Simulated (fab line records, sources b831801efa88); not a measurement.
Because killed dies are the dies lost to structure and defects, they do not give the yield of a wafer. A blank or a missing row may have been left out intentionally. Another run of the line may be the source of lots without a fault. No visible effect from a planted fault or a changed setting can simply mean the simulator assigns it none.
Comparing a struck lot with a sound one || flow gf180mcu || 15 steps out of a route of 602
Sound: the wafers L135.1, L135.2, L135.6. Struck: wafers L146.2, L146.6 (left out: L146.4, a lot-mate that was not struck); the cause follows at the end.
Order at every step that has rows: each side's tool, ch and its chambers, its first start. Under that, the readings that differ: sound wafers || struck wafers || difference of the means || sigmas: that difference in standard deviations of wafers without a fault.
alike: words and numbers the same on both sides, and readings whose means are apart by under 2 such deviations; not compared: readings that were withheld, readings missing a value for some wafer, numbers with overlapping values and no deviation given by the record, and bounds like >300 which may hide the same value.
Wherever a step has rows on one side only, a row that says differs or no value, or a row with sigmas, the two part there. Numbers that don't overlap but have no deviation are shown without sigmas and don't part them. A reading that every wafer of one side lacks parts them only if that side has two wafers or more.

GF_STI_ETCH_13: etches the open film in CHF3/O2, stops on Si, target depth 282.31 nm, time 112.9 s.
  sound on rie diel-04 ch 0,1,2, day 2 01:31; struck on rie diel-03 ch 3, day 4 09:53
  alike: drypump motor current A, oes product au, throttle valve pct
  not compared: rf hours counter h
GF_STI_ETCH_14: etches Si in HBr/Cl2/O2, target depth 360 nm, time 102.9 s.
  sound on rie si-01 ch 1,3, day 2 01:36; struck on rie si-01 ch 1,3, day 4 09:58
  alike: drypump motor current A, he backside leak sccm, mfc cl2 sccm, oes product au, throttle valve pct
  not compared: rf hours counter h
GF_STI_STRIP_15: strips in O2/N2.
  sound on plasma asher-03 ch 0,1, day 2 01:40; struck on plasma asher-01 ch 1, day 4 10:02
  alike: drypump motor current A, heater power w, oes product au, strip time to endpoint s
  not compared: rf hours counter h
then, 6 steps without rows for these wafers: GF_STI_CLEAN_16 (cleans in dHF, time 25 s); GF_STI_WET_ETCH_17 (etches Si3N4 in H3PO4, target depth 45 nm, time 514 s); GF_STI_CLEAN_18 (cleans in SC1/SC2, time 150 s); GF_STI_CLEAN_19 (cleans in dHF, time 20 s); GF_STI_WET_ETCH_20 (etches SiO2 in dHF, target depth 20 nm, time 400 s); GF_STI_OXIDATION_21 (stabilise 600 s, purge 300 s, target thk 15 nm).
GF_STI_THK_MEAS_22:
  sound on film metro-02, day 2 03:15; struck on film metro-03, day 4 11:38
{"reading": "STI_OXIDATION_01_THK (nm)", "sound": "14.71 14.69 14.81", "struck": "15.36 15.34", "difference": "+0.61", "sigmas": "+2"}
then, 1 step without rows for these wafers: GF_STI_CVD_23 (deposits SiO2, target thk 650 nm, time 108.3 s).
GF_STI_THK_MEAS_24:
  sound on film metro-03, day 2 03:23; struck on film metro-03, day 4 11:46
  alike: STI_CVD_23_THK
GF_STI_CMP_25: polishes, stops on Si3N4, t overpolish 33 s, target thk 524.6 nm.
  sound on cmp-01 ch 1,2,3, day 2 03:27; struck on cmp-02 ch 2, day 4 11:49
{"reading": "time to endpoint s (s)", "sound": "128 126 125", "struck": "249 244", "difference": "+120", "sigmas": "+27"}
  alike: motor current A, overpolish run s
then, 1 step without rows for these wafers: GF_STI_WET_ETCH_26 (etches SiO2 in dHF, target depth 94 nm, time 188 s).
GF_PASSIVATION_PROBE_99:
  rows exist in the record for the sound wafers here (prober-02, day 29 04:17), none for the struck ones

WHERE THEY PART
Last at GF_PASSIVATION_PROBE_99 as far as this record goes, first at GF_STI_THK_MEAS_22.

WHY: the cause the simulator had injected
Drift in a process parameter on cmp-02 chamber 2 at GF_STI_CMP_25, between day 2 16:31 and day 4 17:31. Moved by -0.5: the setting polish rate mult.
